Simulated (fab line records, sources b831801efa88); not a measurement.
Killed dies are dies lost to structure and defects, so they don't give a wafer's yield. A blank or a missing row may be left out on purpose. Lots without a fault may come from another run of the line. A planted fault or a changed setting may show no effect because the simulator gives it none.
Which tool did it? | flow sky130 | 11 lots, 33 wafers sampled, at 3 steps of a route of 708

WHAT THE GAUGES READ, wafer by wafer
SKY_SONOS_ONO_THK_MEAS_01.
lot  | measured     | on            | SONOS_ONO_OXIDATION_THK (nm)
L529 | day 11 16:02 | film_metro-02 | 2.50 2.47 2.51
L530 | day 12 05:26 | film_metro-03 | 2.60 2.68 2.66
L531 | day 12 13:28 | film_metro-04 | 2.62 2.68 2.56
L534 | day 13 08:09 | film_metro-02 | 2.68 2.72 2.70
L535 | day 14 00:41 | film_metro-04 | 2.58 2.58 2.62
L539 | day 15 00:27 | film_metro-02 | 2.55 2.64 2.60
L541 | day 15 14:23 | film_metro-03 | 2.99 2.92 2.97
L542 | day 16 01:44 | film_metro-04 | 2.61 2.63 2.51
L543 | day 16 08:40 | film_metro-04 | 3.02 3.03 2.97
L550 | day 19 01:10 | film_metro-03 | 2.61 2.64 2.56
L551 | day 19 04:00 | film_metro-04 | 2.66 2.61 2.67

WHICH TOOL RAN EACH LOT (tool, then ch and the chambers of the sampled wafers, then the start)
lot  | SKY_PWDE_STRIP_09                   | SKY_SONOS_ONO_OXIDATION_00
L529 | plasma_asher-03 ch 0,1, day 4 01:55 | furnace-01 ch 0, day 11 14:41
L530 | plasma_asher-04 ch 0,1, day 4 11:02 | furnace-01 ch 0, day 12 04:05
L531 | plasma_asher-01 ch 0,1, day 4 14:52 | furnace-01 ch 0, day 12 12:06
L534 | plasma_asher-04 ch 0,1, day 5 05:22 | furnace-02 ch 0, day 13 06:47
L535 | plasma_asher-03 ch 0,1, day 5 16:16 | furnace-01 ch 0, day 13 23:19
L539 | plasma_asher-03 ch 0,1, day 6 11:10 | furnace-01 ch 0, day 14 23:05
L541 | plasma_asher-04 ch 0,1, day 6 21:07 | furnace-01 ch 0, day 15 13:01
L542 | plasma_asher-04 ch 0,1, day 7 04:34 | furnace-02 ch 0, day 16 00:23
L543 | plasma_asher-01 ch 0,1, day 7 09:44 | furnace-01 ch 0, day 16 07:20
L550 | plasma_asher-03 ch 0,1, day 9 05:56 | furnace-01 ch 0, day 18 23:48
L551 | plasma_asher-03 ch 0,1, day 9 09:22 | furnace-01 ch 0, day 19 02:39
- SKY_PWDE_STRIP_09: strips in O2/N2.
- SKY_SONOS_ONO_OXIDATION_00: stabilise 600 s, purge 300 s, target thk 2.6 nm.

THE ANSWER, worked out from the rows above alone
Rule: what is usual is taken from the lots themselves. Put in order of their means at a reading, lots are off if they are a third of the lots or fewer, leave a main group of 4 or more, and stand apart from it by a gap of 3 or more times the standard deviation of the main group's means; of several such gaps the widest counts. A main group whose means are all the same, to the digits that the tables above print for the reading, isn't used. A lot without any number at a reading at which 4 lots or more have one is off too. The other lots that the step has rows for count as sound.
Off: L541, L543, at SKY_SONOS_ONO_THK_MEAS_01 (SONOS_ONO_OXIDATION_THK). The main group: mean 2.61 nm, standard deviation 0.053.
A tool fits if, at a process step before that reading, it ran every lot that is off, and no sound lot after the first of them. The gauges at SKY_SONOS_ONO_THK_MEAS_01 are tried like those tools. None of those tried fits.

WHAT THE SIMULATOR HAD PUT IN
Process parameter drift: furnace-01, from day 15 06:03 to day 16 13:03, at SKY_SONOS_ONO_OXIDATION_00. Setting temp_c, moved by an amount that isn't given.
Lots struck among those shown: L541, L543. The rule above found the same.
